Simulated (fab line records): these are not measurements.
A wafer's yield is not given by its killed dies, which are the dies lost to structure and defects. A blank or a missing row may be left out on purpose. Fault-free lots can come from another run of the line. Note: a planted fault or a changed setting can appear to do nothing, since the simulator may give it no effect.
Struck lot and sound lot, side by side / flow gf180mcu / 16 out of 602 route steps
Sound: these wafers, L127.1, L127.4, L127.5. Wafers struck: L118.3, L118.4, L118.5. The cause is named last.
Each step with rows lists, per side, the tool, then ch with its chambers, then its first start. Under that, the readings that differ: sound wafers / struck wafers / difference of the means / sigmas: that difference in standard deviations of wafers without a fault.
alike: readings with means less than 2 such deviations apart, plus words and numbers identical on both sides. not compared: withheld readings, readings lacking a value on some wafer, bounds such as >300 that could conceal the same value, and numbers that have no deviation in the record and whose values overlap.
Wherever a step has rows on one side only, a row that says differs or no value, or a row with sigmas, the two part there. When numbers do not overlap yet have no deviation, they are printed without sigmas and do not part them. Lack of a reading on every wafer of one side parts them only where that side has two or more wafers.

GF_HV_LDD_THK_MEAS_57:
  sound on film-metro-03, day 20 02:38; struck on film-metro-03, day 17 15:41
  alike: HV_LDD_CVD_56_THK
GF_HV_LDD_ETCHBACK_58: etches Si3N4 in CH3F/O2, stops on SiO2, time 100 s, target depth 90 nm.
  sound on rie-diel-01 ch 0,1,3, day 20 02:42; struck on rie-diel-04 ch 0,3, day 17 15:44
  alike: drypump-motor-current-A, oes-product-au, throttle-valve-pct
  not compared: rf-hours-counter-h
then, 7 steps without rows for these wafers: GF_NSD_DEHYDRATE_00 (time 60 s); GF_NSD_HMDS_01 (prime time 60 s); GF_NSD_COAT_02 (resist thk 1000 nm); GF_NSD_SOFTBAKE_03 (time 60 s); GF_NSD_EXPOSE_04 (exposes mask Nplus, target cd 400 nm); GF_NSD_PEB_05; GF_NSD_DEVELOP_06 (develop time 60 s).
GF_NSD_CD_MEAS_07: target cd 400 nm.
  sound on cd-sem-01, day 21 02:29; struck on cd-sem-02, day 18 14:37
  alike: cd-nm
GF_NSD_OVL_MEAS_08:
  sound on overlay-01, day 21 02:37; struck on overlay-02, day 18 14:43
  alike: NSD_OVL
then, 1 step without rows for these wafers: GF_NSD_IMPLANT_09.
GF_NSD_IMPLANT_10:
  sound on implanter-04 ch 0, day 21 02:48; struck on implanter-01 ch 0, day 18 14:56
reading=beam-energy-keV; sound=40.000 39.982 39.973; struck=43.484 43.498 43.496; difference=+3.508; sigmas=+99 or more
reading=model.implant.rp-nm (nm); sound=49.15 49.15 49.15; struck=54.31 54.31 54.31; difference=+5.16; sigmas=
reading=model.implant.drp-nm (nm); sound=21.16 21.16 21.16; struck=22.71 22.71 22.71; difference=+1.55; sigmas=
  alike: beam-on-s
GF_NSD_STRIP_11: strips in O2/N2.
  sound on plasma-asher-02 ch 0,1, day 21 02:57; struck on plasma-asher-02 ch 0,1, day 18 15:04
reading=strip-time-to-endpoint-s (s); sound=22.88 22.94 22.90; struck=23.14 23.09 23.11; difference=+0.21; sigmas=+6
  alike: drypump-motor-current-A, heater-power-w, oes-product-au
  not compared: rf-hours-counter-h
GF_NSD_TW_MEAS_12:
  sound on film-metro-02, day 21 03:03; struck on film-metro-02, day 18 15:09
  alike: NSD_TW
-- the record jumps here: 15 days lie between the struck wafers' starts before and after (it left off in module NSD and takes up again in module PASSIVATION, whose first step shown is number 602 of the route) --
GF_PASSIVATION_PROBE_99:
  only the struck wafers here have rows in the record (prober-01, day 33 04:59); the sound ones have none

== WHERE THEY PART ==
First at GF_NSD_IMPLANT_10; last, within this record, at GF_PASSIVATION_PROBE_99.

WHY: whatever the simulator had introduced
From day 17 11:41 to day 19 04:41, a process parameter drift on implanter-01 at GF_NSD_IMPLANT_10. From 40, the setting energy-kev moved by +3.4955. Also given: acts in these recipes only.
